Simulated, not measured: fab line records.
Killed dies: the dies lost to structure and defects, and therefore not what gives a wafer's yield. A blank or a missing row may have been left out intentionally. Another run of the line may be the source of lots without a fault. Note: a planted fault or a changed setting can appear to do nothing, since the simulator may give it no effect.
Struck lot and sound lot, side by side + flow sky130 + 14 out of 708 route steps
Sound: wafers L493.1, L493.4, L493.5. The struck wafers were L502.3, L502.5, L502.6. At the end, the cause is stated.
For every step that has rows: the tool of each side, followed by ch and its chambers, followed by its first start. Under that, the readings that differ: sound wafers + struck wafers + difference of the means + sigmas: that difference in standard deviations of wafers without a fault.
alike: readings with means less than 2 such deviations apart, plus words and numbers identical on both sides. not compared: withheld readings, readings lacking a value on some wafer, bounds such as >300 that could conceal the same value, and numbers that have no deviation in the record and whose values overlap.
Wherever a step has rows on one side only, a row that says differs or no value, or a row with sigmas, the two part there. Numbers that don't overlap but have no deviation are shown without sigmas and don't part them. A reading missing from all wafers of one side parts the sides only when that side holds two or more wafers.

first, 2 steps without rows for these wafers: SKY_VIA2_CLEAN_18 (cleans in IPA, time 180 s); SKY_VIA2_CLEAN_19 (cleans in O3/DIW).
SKY_VIA2_SPUTTER_20: material TiN, target thk 20 nm, time 80 s.
  sound on pvdSputter-03 at day 38 17:45; struck on pvdSputter-03 at day 41 07:40
  alike: chamberPressurePa, throttleValvePct
SKY_VIA2_CVD_21: deposits W, target thk 420 nm, time 126.4 s.
  sound on cvdW-01 ch 1, day 38 17:49; struck on cvdW-01 ch 0,1, day 41 07:47
  alike: chamberPressureTorr, heaterPowerOuterW, heaterPowerW
SKY_VIA2_RS_MEAS_22: uses a four-point probe to measure.
  sound on filmMetro-04 at day 38 17:56; struck on filmMetro-02 at day 41 07:54
  alike: VIA2_W_RS
SKY_VIA2_THK_MEAS_23: measures by xrf.
  sound on filmMetro-04 at day 38 18:04; struck on filmMetro-02 at day 41 08:00
  alike: VIA2_W_THK
then, 2 steps without rows for these wafers: SKY_VIA2_CMP_24 (polishes, stops on SiO2, t overpolish 20 s, target thk 0 nm); SKY_METAL3_SPUTTER_00 (material Ti, target thk 15 nm, time 10 s).
SKY_METAL3_SPUTTER_01: material TiN, target thk 20 nm, time 16.7 s.
  sound on pvdSputter-02 at day 38 18:26; struck on pvdSputter-02 at day 41 08:22
  alike: chamberPressurePa, throttleValvePct
then, 1 step without rows for these wafers: SKY_METAL3_SPUTTER_02 (material AlCu, target thk 735 nm, time 39.1 s).
SKY_METAL3_SPUTTER_03: material Ti, target thk 5 nm, time 3.3 s.
  sound on pvdSputter-02 at day 38 18:31; struck on pvdSputter-02 at day 41 08:26
| reading                | sound                | struck               | difference | sigmas |
|------------------------|----------------------|----------------------|------------|--------|
| chamberPressurePa (Pa) | 0.4002 0.4006 0.4008 | 0.3987 0.3989 0.3990 | -0.0017    | -2     |
  alike: throttleValvePct
SKY_METAL3_SPUTTER_04: material TiN, target thk 70 nm, time 58.3 s.
  sound on pvdSputter-02 at day 38 18:31; struck on pvdSputter-02 at day 41 08:27
  alike: chamberPressurePa, throttleValvePct
SKY_CAPM_CVD_00: deposits SiO2, target thk 15.5 nm.
  sound on pecvd-02 ch 0,2, day 38 18:34; struck on pecvd-04 ch 1,2, day 41 08:30
  no value came back on the struck wafers for heaterPowerOuterW (W), heaterPowerW (W); on the sound wafers heaterPowerOuterW (W) reads 359 362 584
after that, 1 step had no rows for these wafers: SKY_PAD_OPEN_PROBE_99.

WHERE THEY PART
Earliest at SKY_METAL3_SPUTTER_03; latest, in this record, at SKY_CAPM_CVD_00.

WHY: what had been put in by the simulator
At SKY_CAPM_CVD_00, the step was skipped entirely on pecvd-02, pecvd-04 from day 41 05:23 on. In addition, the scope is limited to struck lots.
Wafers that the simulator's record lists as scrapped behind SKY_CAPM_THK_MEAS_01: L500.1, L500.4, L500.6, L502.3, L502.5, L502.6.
